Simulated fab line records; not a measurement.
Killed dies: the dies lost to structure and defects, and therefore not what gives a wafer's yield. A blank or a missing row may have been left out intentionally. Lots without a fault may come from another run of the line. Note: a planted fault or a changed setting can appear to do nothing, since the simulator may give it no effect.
Chamber matching :: flow gf180mcu :: 4 sister chambers for GF_V1_CMP_04 on cmp-01
The step polishes SiO2. 4 wafers are shown with their chamber, then 7 later ones without.

## EACH WAFER AND ITS CHAMBER
wafer: L438.1
chamber: 1
motorCurrentA (A): 10.7

wafer: L440.1
chamber: 0
motorCurrentA (A): 12.6

wafer: L440.5
chamber: 3
motorCurrentA (A): 12.6

wafer: L443.4
chamber: 2
motorCurrentA (A): 11.7

## WAFERS WHOSE CHAMBER IS MISSING
wafer: L443.5
motorCurrentA (A): 12.1

wafer: L443.6
motorCurrentA (A): 10.5

wafer: L444.4
motorCurrentA (A): 11.2

wafer: L444.5
motorCurrentA (A): 12.3

wafer: L444.6
motorCurrentA (A): 13.2

wafer: L450.4
motorCurrentA (A): 10.2

wafer: L450.6
motorCurrentA (A): 9.8

## CHAMBER TAKEN BY EACH
wafer: L443.5
from the rows above: can't be placed: 2 or 0 or 3 or 1
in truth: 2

wafer: L443.6
from the rows above: can't be placed: 1 or 2
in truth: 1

wafer: L444.4
from the rows above: can't be placed: 1 or 2 or 0 or 3
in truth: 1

wafer: L444.5
from the rows above: can't be placed: 0 or 3 or 2
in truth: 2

wafer: L444.6
from the rows above: can't be placed: 0 or 3 or 2
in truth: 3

wafer: L450.4
from the rows above: can't be placed: 1 or 2
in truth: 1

wafer: L450.6
from the rows above: can't be placed: 1 or 2
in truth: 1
Correct placement for 0 of the 7. Can't be placed from these rows: 7 (the true chamber is among the candidates in 7). Placed wrongly: 0.
How it was worked out, from the rows above alone: a wafer's distance from a chamber is the root of the sum, over the readings, of the square of ((its reading less the chamber's mean) divided by the reading's scatter). If the next closest chamber is less than 2 further off than the closest, the wafer can't be placed; otherwise it belongs to the closest. A chamber's mean is the mean of its shown wafers. The scatter: with one shown wafer a chamber, the root of the mean of the squares of how far each hidden wafer lies from its nearest shown one.
